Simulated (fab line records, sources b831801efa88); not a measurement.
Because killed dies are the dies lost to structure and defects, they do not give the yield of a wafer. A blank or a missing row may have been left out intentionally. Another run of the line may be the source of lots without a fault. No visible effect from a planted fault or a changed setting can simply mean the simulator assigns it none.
One fault through the eyes of 2 desks / flow sky130 / numbers are kept per desk, each desk with only its own; the story behind them comes last

== FROM THE METROLOGY DESK ==
What the gauges read for every lot (on any tool): the sampled wafers with a number, averaged. The brackets show how far a lot's mean lies from the usual mean; more than 4 standard deviations puts the lot out of limits, marked OUT.
Columns: A = METAL4_OVL at SKY_METAL4_OVL_MEAS_14, usual 1 nm
lot=L359; first seen here=day 41 23:10; A=4
lot=L360; first seen here=day 42 18:16; A=10
lot=L361; first seen here=day 42 18:41; A=-10
lot=L362; first seen here=day 43 06:17; A=4
lot=L367; first seen here=day 44 15:52; A=12
lot=L370; first seen here=day 45 18:26; A=-0
lot=L372; first seen here=day 46 05:49; A=-1
lot=L374; first seen here=day 46 15:14; A=2
lot=L376; first seen here=day 46 23:56; A=8
lot=L378; first seen here=day 47 01:01; A=1
lot=L377; first seen here=day 47 06:34; A=0
lot=L380; first seen here=day 48 02:35; A=0
This desk's verdict: no lot among the 12 shows anything out of limits.

== TOOL OWNER'S DESK, rie diel-04 ==
The tool's own readings at SKY_METAL4_ETCH_17 (etches SiO2 in C4F8/O2/Ar, stops on TiN, time 3.9 s, target depth 15 nm): means of the sampled wafers that have a number, for each lot that ran on this tool. The brackets show how far a lot's mean lies from the usual mean; more than 4 standard deviations puts the lot out of limits, marked OUT.
Columns: A = oes product au at SKY_METAL4_ETCH_17, usual 0.754 a.u.
lot=L360; first seen here=day 42 18:26; A=0.747
lot=L362; first seen here=day 43 06:26; A=0.756
lot=L367; first seen here=day 44 16:02; A=0.691 (-9.2) OUT
lot=L370; first seen here=day 45 18:36; A=0.694 (-8.6) OUT
Finding of this desk: L367, L370 out of limits; the first was L367 at day 44 16:02, on oes product au at SKY_METAL4_ETCH_17. Within limits: L360, L362.

== ALL TOGETHER ==
The tool owner's desk could have raised an alarm at day 44 16:02, on L367, L370.
Metrology desk: nothing out of limits seen.
The metrology desk holds a record of L367, L370, inside its limits.
Of the lots named, all ran SKY_METAL4_ETCH_17 on rie diel-04.

== WHAT HAD BEEN PUT IN BY THE SIMULATOR ==
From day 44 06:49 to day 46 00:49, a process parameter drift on rie diel-04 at SKY_METAL4_ETCH_17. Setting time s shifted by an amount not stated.
Lots struck among those shown: L367, L370.
Hours from the fault's start to each desk's first reading out of limits: the tool owner's desk, 9.
